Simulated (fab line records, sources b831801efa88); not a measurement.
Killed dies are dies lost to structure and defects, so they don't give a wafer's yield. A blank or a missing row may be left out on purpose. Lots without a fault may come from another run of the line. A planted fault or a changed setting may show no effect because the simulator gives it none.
fab line records | flow gf180mcu
record lots=24 wafers=72 last_day=34
route steps=602 shown V3@433 MIM@512 M5@537 TOP_METAL@567
lots that met no fault: from a run of the same line without faults
start_h: hours from the record's first day to the start of the lot's first wafer shown | wait_h: hours since the lot's step before | " the same as in the row above | L1.1+2: a row that stands for several wafers | - no value, or no start given | * or withheld: withheld | < > ~ a bound
route shown NAME@n: a module of which the file shows steps, and the number in the route of the first | usual: mean/standard deviation of fault-free wafers | same: alike in all rows | chamber/n: place in a boat | sites: the reading at each site | _std_site: their standard deviation | _edge_site: outer sites' mean less inner sites' | radius_mm: how far each site lies from the wafer's centre | mask NAME#n: copy n | behind: the tool/chamber that last shaped the wafer | hold: why the lot was held/for how many hours/how that ended | device: the transistor (n, p or np) that didn't switch | end of line: the same wafers' tests at the end of the route | a step without rows: its recipe alone | killed: dies lost to structure and defects at the first sort, not the wafer's yield | map: a wafer's dies, x killed, . not, _ none there
set.NAME: the setting as run; set.NAME@STEP: as run at that earlier step | model.NAME: the simulator's own value behind a step, which no gauge read
steps of the route over a sample of lots; a table a step, a row a wafer
services: from which hour (start_h, from the record's first day; less than 0 if before it) a tool's chamber was out of use, for how many hours, and why
## steps
# step GF_V3_CMP_04
# recipe material=SiO2 down_force_psi=4 platen_rpm=60 pad_velocity_m_s=0.94248
# usual edge_zone_pressure_frac=0.999/0.0046 motor_current_A=12.2/1.1 time_to_endpoint_s=81/5.5
# columns lot.wafer tool chamber start_h wait_h edge_zone_pressure_frac motor_current_A time_to_endpoint_s
L074.2 cmp-01 3 488.30 0.1 0.997 11.7 84
L074.4 " 0 " " 1.000 11.8 80
L074.3 " 1 " " 0.994 12.5 80
L075.3 cmp-01 0 499.73 0.1 0.995 11.7 74
L075.5 " 2 " " 0.998 13.7 81
L075.6 " 3 " " 0.997 11.9 88
L076.4 cmp-02 0 506.90 0.0 1.000 11.3 74
L076.2 " 1 " " 1.001 10.9 71
L076.3 " 3 " " 0.999 14.3 73
L077.3 cmp-02 3 515.74 0.0 1.002 13.9 71
L077.4 " 0 " " 1.004 11.8 80
L077.6 " 0 " " 0.998 12.4 78
L078.3 cmp-02 3 521.85 0.0 0.995 13.3 73
L078.2 " 1 " " 1.001 10.9 78
L078.6 " 0 " " 1.000 11.7 81
L079.4 cmp-02 0 524.98 0.0 0.997 11.5 89
L079.3 " 1 " " 1.005 10.7 84
L079.1 " 2 " " 0.992 11.7 79
L080.2 cmp-02 2 537.43 0.0 1.000 12.3 78
L080.1 " 3 " " 0.997 13.3 76
L080.3 " 1 " " 0.998 10.6 76
L081.1 cmp-02 3 544.58 0.1 0.985 13.8 73
L081.4 " 1 " " 0.991 10.5 78
L081.3 " 2 " " 0.999 12.4 78
L082.3 cmp-02 1 553.30 0.1 0.995 11.0 73
L082.2 " 2 " " 0.998 12.0 76
L082.6 " 1 " " 0.994 11.0 76
L083.1 cmp-01 1 568.39 0.1 1.000 12.3 80
L083.3 " 2 " " 0.995 13.0 81
L083.6 " 3 " " 0.995 11.8 87
L084.4 cmp-02 0 575.40 0.0 0.995 11.1 84
L084.2 " 2 " " 0.997 12.0 79
L084.5 " 1 " " 1.000 10.2 88
L085.3 cmp-01 3 582.45 0.0 0.999 12.1 78
L085.6 " 3 " " 0.997 11.4 87
L085.5 " 0 " " 0.990 12.2 93
L086.1 cmp-02 1 593.21 0.1 0.993 10.7 85
L086.2 " 3 " " 0.998 13.6 80
L086.5 " 2 " " 0.995 12.3 85
L087.3 cmp-02 3 599.71 0.0 1.006 13.8 70
L087.4 " 1 " " 0.995 10.9 78
L087.5 " 0 " " 0.999 11.8 78
L088.3 cmp-02 0 602.18 0.1 1.000 11.4 88
L088.2 " 2 " " 0.999 12.5 84
L088.6 " 3 " " 0.995 14.5 92
L089.3 cmp-01 2 611.19 0.0 0.993 13.2 81
L089.2 " 0 " " 0.995 12.3 81
L089.6 " 2 " " 0.996 13.6 84
L090.1 cmp-02 0 624.38 0.1 1.006 11.6 75
L090.4 " 3 " " 0.998 13.9 81
L090.5 " 1 " " 1.003 10.1 78
L091.1 cmp-02 3 625.50 0.1 1.005 14.6 75
L091.3 " 0 " " 0.989 11.4 78
L091.2 " 1 " " 1.002 10.7 81
L092.4 cmp-01 2 633.14 0.1 0.997 13.4 86
L092.3 " 3 " " 1.003 12.0 75
L092.1 " 0 " " 0.995 11.7 84
L093.1 cmp-01 1 639.78 0.1 0.994 12.6 77
L093.2 " 2 " " 0.998 14.0 76
L093.6 " 2 " " 1.001 14.0 82
L094.1 cmp-01 3 651.94 0.1 0.993 11.9 86
L094.2 " 1 " " 1.002 12.7 88
L094.6 " 3 " " 0.998 11.6 90
L095.1 cmp-02 1 671.03 0.1 1.005 10.6 70
L095.3 " 2 " " 0.994 12.1 75
L095.2 " 3 " " 1.007 14.3 76
L096.4 cmp-02 3 672.56 0.0 1.006 14.0 88
L096.1 " 0 " " 0.996 11.7 84
L096.2 " 2 " " 1.004 12.3 87
L097.1 cmp-02 0 683.53 0.1 1.009 11.6 83
L097.4 " 1 " " 1.000 10.0 86
L097.3 " 3 " " 0.999 13.5 79
# step GF_MIM_SPUTTER_09
# recipe material=TiN target_thk_nm=35 power_w=6500 time_s=29.2 chamber_pressure_pa=0.4
# usual throttle_valve_pct=29.8/1.2
# columns lot.wafer tool chamber start_h wait_h throttle_valve_pct
L074.2 pvd_sputter-04 - 562.37 0.0 29.6
L074.3 " - " " 28.9
L074.4 " - " " 29.7
L075.3 pvd_sputter-02 - 572.61 0.0 29.6
L075.5 " - " " 29.7
L075.6 " - " " 31.0
L076.2 pvd_sputter-01 - 579.45 0.0 29.4
L076.3 " - " " 29.4
L076.4 " - " " 29.2
L077.3 pvd_sputter-04 - 587.58 0.0 28.7
L077.4 " - " " 28.6
L077.6 " - " " 29.5
L078.2 pvd_sputter-04 - 593.20 0.0 30.0
L078.3 " - " " 28.5
L078.6 " - " " 29.6
L079.1 pvd_sputter-04 - 594.60 0.0 29.8
L079.3 " - " " 28.9
L079.4 " - " " 28.9
L080.1 pvd_sputter-02 - 606.87 0.0 29.8
L080.2 " - " " 32.9
L080.3 " - " " 31.2
L081.1 pvd_sputter-02 - 614.49 0.0 31.4
L081.3 " - " " 29.6
L081.4 " - " " 29.4
L082.2 pvd_sputter-01 - 623.67 0.0 29.7
L082.3 " - " " 29.4
L082.6 " - " " 29.5
L083.1 pvd_sputter-04 - 635.79 0.0 29.0
L083.3 " - " " 29.4
L083.6 " - " " 29.7
L084.2 pvd_sputter-02 - 643.12 0.0 31.2
L084.4 " - " " 33.0
L084.5 " - " " 29.9
L085.3 pvd_sputter-01 - 650.16 0.0 31.0
L085.5 " - " " 29.4
L085.6 " - " " 29.6
L086.1 pvd_sputter-04 - 660.50 0.0 29.9
L086.2 " - " " 29.7
L086.5 " - " " 28.6
L087.3 pvd_sputter-04 - 665.80 0.0 28.7
L087.4 " - " " 29.5
L087.5 " - " " 29.8
L088.2 pvd_sputter-04 - 668.01 0.0 29.6
L088.3 " - " " 28.8
L088.6 " - " " 29.8
L089.2 pvd_sputter-04 - 676.37 0.0 28.7
L089.3 " - " " 29.9
L089.6 " - " " 29.6
L090.1 pvd_sputter-02 - 688.09 0.0 31.4
L090.4 " - " " 29.8
L090.5 " - " " 29.7
L091.1 pvd_sputter-04 - 689.84 0.0 28.8
L091.2 " - " " 29.4
L091.3 " - " " 29.9
L092.1 pvd_sputter-02 - 695.91 0.0 31.2
L092.3 " - " " 29.6
L092.4 " - " " 33.0
L093.1 pvd_sputter-04 - 702.99 0.0 29.8
L093.2 " - " " 28.7
L093.6 " - " " 29.9
L094.1 pvd_sputter-04 - 713.97 0.0 29.6
L094.2 " - " " 30.0
L094.6 " - " " 29.8
L095.1 pvd_sputter-02 - 731.25 0.0 29.5
L095.2 " - " " 32.9
L095.3 " - " " 31.2
L096.1 pvd_sputter-01 - 731.95 0.0 29.5
L096.2 " - " " 29.1
L096.4 " - " " 30.9
L097.1 pvd_sputter-02 - 742.36 0.0 31.1
L097.3 " - " " 29.7
L097.4 " - " " 29.7
# step GF_MIM_RS_MEAS_10
# recipe thk_meas_gauge=four-point-probe reads=TiN_of_MIM_SPUTTER_09+AlCu_of_MIM_SPUTTER_08+TiN_of_MIM_SPUTTER_07
# usual MIM_ALCU_RS=0.1607/0.0018
# columns lot.wafer tool chamber start_h wait_h MIM_ALCU_RS[ohm/sq]
L074.2 film_metro-03 - 562.43 0.0 0.1599
L074.3 " - " " 0.1587
L074.4 " - " " 0.1597
L075.3 film_metro-04 - 572.68 0.1 0.1593
L075.5 " - " " 0.1605
L075.6 " - " " 0.1586
L076.2 film_metro-03 - 579.51 0.0 0.1613
L076.3 " - " " 0.1618
L076.4 " - " " 0.1624
L077.3 film_metro-04 - 587.66 0.1 0.1602
L077.4 " - " " 0.1612
L077.6 " - " " 0.1611
L078.2 film_metro-01 - 593.25 0.0 0.1623
L078.3 " - " " 0.1638
L078.6 " - " " 0.1614
L079.1 film_metro-01 - 594.63 0.0 0.1599
L079.3 " - " " 0.1609
L079.4 " - " " 0.1611
L080.1 film_metro-03 - 606.90 0.0 0.1569
L080.2 " - " " 0.1580
L080.3 " - " " 0.1566
L081.1 film_metro-01 - 614.52 0.0 0.1594
L081.3 " - " " 0.1632
L081.4 " - " " 0.1620
L082.2 film_metro-01 - 623.73 0.0 0.1623
L082.3 " - " " 0.1638
L082.6 " - " " 0.1645
L083.1 film_metro-01 - 635.83 0.0 0.1577
L083.3 " - " " 0.1578
L083.6 " - " " 0.1592
L084.2 film_metro-04 - 643.17 0.0 0.1587
L084.4 " - " " 0.1598
L084.5 " - " " 0.1610
L085.3 film_metro-03 - 650.23 0.1 0.1638
L085.5 " - " " 0.1651
L085.6 " - " " 0.1661
L086.1 film_metro-03 - 660.53 0.0 0.1598
L086.2 " - " " 0.1594
L086.5 " - " " 0.1597
L087.3 film_metro-03 - 665.87 0.1 0.1601
L087.4 " - " " 0.1608
L087.5 " - " " 0.1605
L088.2 film_metro-03 - 668.06 0.0 0.1615
L088.3 " - " " 0.1627
L088.6 " - " " 0.1616
L089.2 film_metro-01 - 676.43 0.0 0.1613
L089.3 " - " " 0.1618
L089.6 " - " " 0.1601
L090.1 film_metro-04 - 688.13 0.0 0.1602
L090.4 " - " " 0.1599
L090.5 " - " " 0.1608
L091.1 film_metro-01 - 689.87 0.0 0.1605
L091.2 " - " " 0.1607
L091.3 " - " " 0.1604
L092.1 film_metro-04 - 695.94 0.0 0.1568
L092.3 " - " " 0.1606
L092.4 " - " " 0.1589
L093.1 film_metro-03 - 703.02 0.0 0.1603
L093.2 " - " " 0.1604
L093.6 " - " " 0.1616
L094.1 film_metro-01 - 714.00 0.0 0.1600
L094.2 " - " " 0.1601
L094.6 " - " " 0.1592
L095.1 film_metro-03 - 731.30 0.0 0.1583
L095.2 " - " " 0.1593
L095.3 " - " " 0.1598
L096.1 film_metro-01 - 731.99 0.0 0.1626
L096.2 " - " " 0.1624
L096.4 " - " " 0.1614
L097.1 film_metro-01 - 742.40 0.0 0.1603
L097.3 " - " " 0.1611
L097.4 " - " " 0.1618
# step GF_MIM_METAL_ETCH_19
# recipe chemistry=Cl2/BCl3 mask_material=NOVOLAK stop_on=Si3N4 target_depth_nm=324.5 pressure_mtorr=8 icp_w=800 bias_w=140 Cl2_flow_sccm=80 bcl3_flow_sccm=40 time_s=54.1
# usual bcl3_flow_sccm=40.01/0.11 drypump_motor_current_A=6.00/0.29 oes_product_au=0.940/0.0063 throttle_valve_pct=28.285/0.011
# columns lot.wafer tool chamber start_h wait_h bcl3_flow_sccm drypump_motor_current_A oes_product_au rf_hours_counter_h throttle_valve_pct
L074.2 rie_metal-03 1 583.97 0.1 40.03 5.93 0.940 3 28.281
L074.3 " 1 " " 40.17 5.95 0.943 - 28.291
L074.4 " 0 " " 39.91 6.09 0.943 - 28.265
L075.3 rie_metal-02 0 593.79 0.1 39.82 6.26 0.944 - 28.270
L075.5 " 0 " " 39.90 6.24 0.946 - 28.284
L075.6 " 1 " " 40.11 5.56 0.938 - 28.268
L076.2 rie_metal-01 1 600.66 0.1 40.11 6.08 0.933 6 28.279
L076.3 " 1 " " 39.84 6.09 0.933 - 28.301
L076.4 " 0 " " 40.09 5.44 0.939 - 28.291
L077.3 rie_metal-03 0 607.87 0.1 40.08 6.10 0.945 - 28.279
L077.4 " 1 " " 39.90 5.98 0.938 - 28.286
L077.6 " 0 " " 40.09 6.13 0.939 - 28.281
L078.2 rie_metal-02 0 614.94 0.1 40.09 6.29 0.940 - 28.299
L078.3 " 0 " " 39.95 6.25 0.931 - 28.287
L078.6 " 0 " " 39.88 6.22 0.939 - 28.283
L079.1 rie_metal-03 0 615.62 0.1 40.04 6.10 0.938 1 28.283
L079.3 " 1 " " 40.06 5.97 0.937 - 28.294
L079.4 " 0 " " 40.04 6.09 0.940 - 28.293
L080.1 rie_metal-01 1 627.46 0.1 40.13 6.07 0.946 7 28.252
L080.2 " 0 " " 40.20 5.41 0.934 12 28.271
L080.3 " 1 " " 40.25 6.08 0.945 - 28.268
L081.1 rie_metal-01 1 634.20 0.1 40.18 6.08 0.944 7 28.275
L081.3 " 0 " " 40.12 5.41 0.933 - 28.293
L081.4 " 1 " " 40.04 6.09 0.932 - 28.279
L082.2 rie_metal-02 1 643.65 0.1 40.16 5.58 0.931 13 28.291
L082.3 " 1 " " 40.08 5.58 0.934 - 28.298
L082.6 " 0 " " 40.05 6.23 0.922 - 28.297
L083.1 rie_metal-03 0 655.46 0.1 40.12 6.13 0.949 2 28.277
L083.3 " 0 " " 39.88 6.13 0.942 - 28.267
L083.6 " 0 " " 39.84 6.12 0.949 - 28.272
L084.2 rie_metal-02 0 662.69 0.1 39.93 6.23 0.945 - 28.280
L084.4 " 0 " " 39.79 6.24 0.941 - 28.292
L084.5 " 0 " " 39.98 6.28 0.945 - 28.309
L085.3 rie_metal-02 0 669.66 0.1 40.01 6.27 0.927 - 28.284
L085.5 " 0 " " 39.90 6.29 0.933 - 28.309
L085.6 " 0 " " 40.08 6.27 0.926 - 28.286
L086.1 rie_metal-02 0 679.46 0.1 40.12 6.25 0.945 13 28.287
L086.2 " 0 " " 40.06 6.26 0.946 - 28.268
L086.5 " 0 " " 39.90 6.27 0.938 - 28.280
L087.3 rie_metal-02 0 684.95 0.1 39.98 6.28 0.936 - 28.289
L087.4 " 0 " " 39.81 6.27 0.940 - 28.294
L087.5 " 0 " " 39.93 6.27 0.942 - 28.292
L088.2 rie_metal-03 1 686.62 0.1 39.89 6.01 0.930 6 28.289
L088.3 " 0 " " 39.88 6.12 0.937 - 28.275
L088.6 " 0 " " 40.09 6.13 0.931 - 28.290
L089.2 rie_metal-02 0 695.52 0.1 40.13 6.23 0.939 14 28.278
L089.3 " 0 " " 39.93 6.25 0.934 - 28.286
L089.6 " 0 " " 39.96 6.26 0.942 - 28.287
L090.1 rie_metal-02 1 706.52 0.1 39.90 5.59 0.938 0 28.275
L090.4 " 1 " " 39.93 5.57 0.939 - 28.281
L090.5 " 1 " " 39.85 5.61 0.947 - 28.279
L091.1 rie_metal-03 1 708.12 0.1 40.07 5.92 0.938 7 28.297
L091.2 " 0 " " 39.97 6.12 0.933 4 28.277
L091.3 " 0 " " 40.00 6.12 0.945 - 28.283
L092.1 rie_metal-02 0 714.01 0.1 40.13 6.24 0.957 15 28.271
L092.3 " 1 " " 39.94 5.55 0.945 - 28.284
L092.4 " 0 " " 39.95 6.25 0.944 - 28.274
L093.1 rie_metal-02 0 719.76 0.1 39.97 6.25 0.934 15 28.281
L093.2 " 1 " " 39.90 5.60 0.944 1 28.285
L093.6 " 1 " " 39.86 5.58 0.941 - 28.298
L094.1 rie_metal-01 0 731.15 0.1 40.06 5.41 0.939 1 28.300
L094.2 " 1 " " 39.91 6.07 0.943 13 28.267
L094.6 " 0 " " 40.22 5.46 0.941 - 28.290
L095.1 rie_metal-03 1 748.41 0.1 40.04 5.93 0.944 9 28.260
L095.2 " 0 " " 39.98 6.11 0.946 6 28.304
L095.3 " 1 " " 40.03 5.91 0.936 - 28.277
L096.1 rie_metal-01 1 749.27 0.1 39.92 6.07 0.942 13 28.315
L096.2 " 0 " " 40.03 5.44 0.930 2 28.285
L096.4 " 1 " " 40.07 6.08 0.932 - 28.301
L097.1 rie_metal-03 0 758.76 0.1 40.06 6.13 0.940 6 28.273
L097.3 " 1 " " 39.91 5.97 0.937 - 28.299
L097.4 " 0 " " 40.06 6.16 0.937 - 28.286
# step GF_M5_STRIP_11
# recipe chemistry=O2/N2 power_w=1400 pressure_mtorr=1500 platen_temp_c=250 o2_flow_sccm=3000 n2_flow_sccm=300 overash_fraction=0.5
# usual drypump_motor_current_A=5.8/0.37 heater_power_w=338/32 oes_product_au=0.525/0.0045 platen_temp_c=250.01/0.19 strip_time_to_endpoint_s=7.08/0.045
# columns lot.wafer tool chamber start_h wait_h drypump_motor_current_A heater_power_w oes_product_au platen_temp_c rf_hours_counter_h strip_time_to_endpoint_s
L074.2 plasma_asher-03 0 606.53 0.1 5.0 326 0.521 250.31 49 7.02
L074.3 " 1 " " 6.1 349 0.526 249.77 - 7.09
L074.4 " 0 " " 5.0 332 0.517 250.22 - 7.04
L075.3 plasma_asher-04 0 615.66 0.1 5.6 347 0.534 250.00 - 7.11
L075.5 " 0 " " 5.6 352 0.531 249.90 - 7.12
L075.6 " 1 " " 6.2 299 0.530 250.15 - 7.13
L076.2 plasma_asher-03 1 623.10 0.1 6.2 350 0.527 250.19 51 7.07
L076.3 " 0 " " 5.1 319 0.511 250.36 - 7.06
L076.4 " 1 " " 6.1 342 0.530 249.81 - 7.06
L077.3 plasma_asher-04 1 629.11 0.1 6.2 290 0.526 249.79 - 7.08
L077.4 " 0 " " 5.6 343 0.520 250.15 - 7.02
L077.6 " 1 " " 6.2 284 0.522 249.90 - 7.03
L078.2 plasma_asher-04 1 636.17 0.1 6.2 288 0.520 249.93 103 7.03
L078.3 " 1 " " 6.2 287 0.516 250.11 - 6.99
L078.6 " 1 " " 6.2 285 0.519 250.04 - 7.02
L079.1 plasma_asher-04 1 636.78 0.1 6.3 292 0.529 249.97 103 7.08
L079.3 " 1 " " 6.3 286 0.526 249.61 - 7.08
L079.4 " 0 " " 5.6 344 0.525 250.30 - 7.06
L080.1 plasma_asher-04 1 648.38 0.1 6.2 280 0.525 249.96 104 7.04
L080.2 " 0 " " 5.6 352 0.521 250.06 104 7.03
L080.3 " 1 " " 6.2 289 0.526 249.91 - 6.97
L081.1 plasma_asher-04 0 654.52 0.1 5.6 345 0.521 250.00 105 7.11
L081.3 " 0 " " 5.6 348 0.528 250.06 - 7.07
L081.4 " 1 " " 6.2 288 0.522 249.79 - 7.04
L082.2 plasma_asher-03 0 663.97 0.1 5.1 325 0.523 249.94 55 7.07
L082.3 " 0 " " 5.1 327 0.525 249.71 - 7.02
L082.6 " 0 " " 5.1 326 0.528 249.88 - 7.09
L083.1 plasma_asher-02 0 675.12 0.1 5.8 371 0.526 249.70 25 7.10
L083.3 " 0 " " 5.8 371 0.520 249.85 - 7.13
L083.6 " 0 " " 5.8 382 0.529 249.70 - 7.10
L084.2 plasma_asher-04 1 682.30 0.2 6.2 295 0.522 249.80 108 7.07
L084.4 " 1 " " 6.2 285 0.522 249.90 - 7.09
L084.5 " 0 " " 5.6 351 0.522 249.99 - 7.05
L085.3 plasma_asher-02 0 689.29 0.2 5.8 376 0.528 249.96 - 7.08
L085.5 " 0 " " 5.8 379 0.520 250.03 - 7.06
L085.6 " 1 " " 5.5 362 0.524 249.94 - 7.07
L086.1 plasma_asher-03 0 699.22 0.1 5.0 330 0.519 249.91 59 7.10
L086.2 " 1 " " 6.1 341 0.530 250.40 59 7.11
L086.5 " 0 " " 5.0 326 0.527 250.04 - 7.08
L087.3 plasma_asher-02 0 703.91 0.1 5.8 369 0.530 250.07 - 7.04
L087.4 " 1 " " 5.5 355 0.529 249.88 - 7.05
L087.5 " 0 " " 5.8 363 0.527 250.29 - 7.03
L088.2 plasma_asher-03 1 705.92 0.1 6.1 345 0.535 249.96 60 7.12
L088.3 " 1 " " 6.1 338 0.520 249.99 - 7.13
L088.6 " 0 " " 5.0 326 0.533 249.93 - 7.14
L089.2 plasma_asher-02 1 714.52 0.1 5.5 367 0.528 250.24 29 7.11
L089.3 " 1 " " 5.5 360 0.525 250.06 - 7.09
L089.6 " 0 " " 5.8 376 0.532 250.09 - 7.09
L090.1 plasma_asher-04 0 724.94 0.1 5.6 348 0.523 250.12 113 7.00
L090.4 " 0 " " 5.6 357 0.525 250.24 - 7.09
L090.5 " 0 " " 5.6 343 0.521 250.10 - 7.02
L091.1 plasma_asher-04 0 726.59 0.1 5.6 354 0.519 250.14 113 7.08
L091.2 " 1 " " 6.3 293 0.527 250.28 113 7.06
L091.3 " 0 " " 5.6 348 0.519 250.05 - 7.05
L092.1 plasma_asher-04 0 731.97 0.1 5.7 352 0.523 250.03 113 7.09
L092.3 " 0 " " 5.6 348 0.518 249.69 - 7.10
L092.4 " 1 " " 6.2 288 0.529 249.98 - 7.14
L093.1 plasma_asher-02 0 738.07 0.1 5.8 379 0.530 249.92 31 7.09
L093.2 " 1 " " 5.5 368 0.529 249.77 31 7.13
L093.6 " 1 " " 5.5 371 0.525 250.02 - 7.15
L094.1 plasma_asher-04 1 748.92 0.1 6.2 286 0.519 250.05 1 7.09
L094.2 " 0 " " 5.6 377 0.517 250.13 1 7.12
L094.6 " 1 " " 6.2 296 0.524 250.10 - 7.09
L095.1 plasma_asher-04 1 764.70 0.1 6.2 289 0.527 249.83 2 7.14
L095.2 " 0 " " 5.6 382 0.530 250.13 2 7.12
L095.3 " 1 " " 6.2 293 0.524 250.02 - 7.11
L096.1 plasma_asher-02 1 766.37 0.1 5.5 359 0.525 249.84 34 7.16
L096.2 " 0 " " 5.8 378 0.534 249.93 34 7.12
L096.4 " 0 " " 5.8 380 0.530 250.09 - 7.18
L097.1 plasma_asher-02 1 775.85 0.1 5.5 359 0.521 249.76 35 7.10
L097.3 " 1 " " 5.5 368 0.521 250.00 - 7.06
L097.4 " 0 " " 5.8 372 0.523 250.25 - 7.10
# step GF_TOP_METAL_SPUTTER_00
# recipe material=Ti target_thk_nm=37.5 arriving_ion_energy_ev=80 substrate_temp_c=200 chamber_pressure_pa=2 power_w=4000 time_s=150
# usual throttle_valve_pct=29.9/1.2
# columns lot.wafer tool chamber start_h wait_h throttle_valve_pct
L074.2 pvd_sputter-02 - 629.78 0.1 31.3
L074.3 " - " " 29.7
L074.4 " - " " 29.8
L075.3 pvd_sputter-04 - 638.95 0.2 29.6
L075.5 " - " " 29.8
L075.6 " - " " 28.9
L076.2 pvd_sputter-04 - 645.54 0.2 29.8
L076.3 " - " " 28.6
L076.4 " - " " 28.9
L077.3 pvd_sputter-04 - 652.14 0.1 29.6
L077.4 " - " " 28.7
L077.6 " - " " 29.8
L078.2 pvd_sputter-02 - 659.23 0.2 29.7
L078.3 " - " " 29.7
L078.6 " - " " 31.1
L079.1 pvd_sputter-03 - 659.64 0.1 29.5
L079.3 " - " " 31.9
L079.4 " - " " 31.6
L080.1 pvd_sputter-03 - 669.95 0.1 28.2
L080.2 " - " " 29.3
L080.3 " - " " 31.4
L081.1 pvd_sputter-02 - 676.68 0.2 31.0
L081.3 " - " " 29.9
L081.4 " - " " 31.3
L082.2 pvd_sputter-04 - 685.27 0.2 28.8
L082.3 " - " " 29.7
L082.6 " - " " 29.6
L083.1 pvd_sputter-02 - 696.95 0.1 33.4
L083.3 " - " " 29.7
L083.6 " - " " 31.0
L084.2 pvd_sputter-04 - 703.95 0.2 29.9
L084.4 " - " " 28.9
L084.5 " - " " 29.7
L085.3 pvd_sputter-02 - 710.00 0.1 29.8
L085.5 " - " " 30.8
L085.6 " - " " 29.6
L086.1 pvd_sputter-02 - 720.14 0.2 31.3
L086.2 " - " " 29.5
L086.5 " - " " 32.9
L087.3 pvd_sputter-04 - 724.34 0.1 28.7
L087.4 " - " " 29.8
L087.5 " - " " 28.9
L088.2 pvd_sputter-04 - 726.27 0.1 28.6
L088.3 " - " " 28.9
L088.6 " - " " 28.9
L089.2 pvd_sputter-04 - 734.61 0.1 29.5
L089.3 " - " " 28.8
L089.6 " - " " 29.7
L090.1 pvd_sputter-02 - 744.48 0.1 31.4
L090.4 " - " " 29.7
L090.5 " - " " 29.7
L091.1 pvd_sputter-03 - 746.79 0.1 28.7
L091.2 " - " " 31.5
L091.3 " - " " 31.4
L092.1 pvd_sputter-04 - 752.08 0.2 28.8
L092.3 " - " " 30.1
L092.4 " - " " 29.5
L093.1 pvd_sputter-04 - 757.50 0.2 28.6
L093.2 " - " " 28.8
L093.6 " - " " 28.7
L094.1 pvd_sputter-04 - 768.52 0.2 30.0
L094.2 " - " " 29.4
L094.6 " - " " 29.7
L095.1 pvd_sputter-02 - 783.13 0.1 30.1
L095.2 " - " " 31.1
L095.3 " - " " 29.8
L096.1 pvd_sputter-04 - 784.93 0.1 28.7
L096.2 " - " " 29.0
L096.4 " - " " 28.7
L097.1 pvd_sputter-03 - 793.72 0.1 28.4
L097.3 " - " " 29.6
L097.4 " - " " 31.7
## services
# columns tool chamber start_h hours kind
rie_metal-01 - 472.22 2.8 pm
rie_metal-01 0 479.10 37.7 repair
cmp-01 - 485.88 2.4 repair
cmp-02 - 496.89 4.7 pm
plasma_asher-02 - 504.47 0.9 repair
pvd_sputter-01 - 534.14 18.9 repair
pvd_sputter-04 - 535.79 6.6 repair
cmp-01 - 550.93 0.3 repair
cmp-01 - 572.23 4.0 pm
pvd_sputter-03 - 583.97 1.8 repair
cmp-01 - 597.24 4.9 repair
rie_metal-02 1 602.21 12.8 repair
plasma_asher-02 - 631.02 3.8 repair
cmp-02 - 658.72 1.0 repair
pvd_sputter-01 - 673.01 0.9 repair
pvd_sputter-04 - 673.67 0.7 repair
pvd_sputter-01 - 701.21 8.5 repair
pvd_sputter-01 - 709.45 4.6 repair
plasma_asher-02 - 711.06 1.4 repair
plasma_asher-04 - 733.75 9.0 pm
plasma_asher-02 - 744.40 0.7 repair
cmp-02 - 744.60 4.0 pm
cmp-02 - 752.53 6.8 pm
cmp-02 - 764.04 0.5 repair
## key
fault none
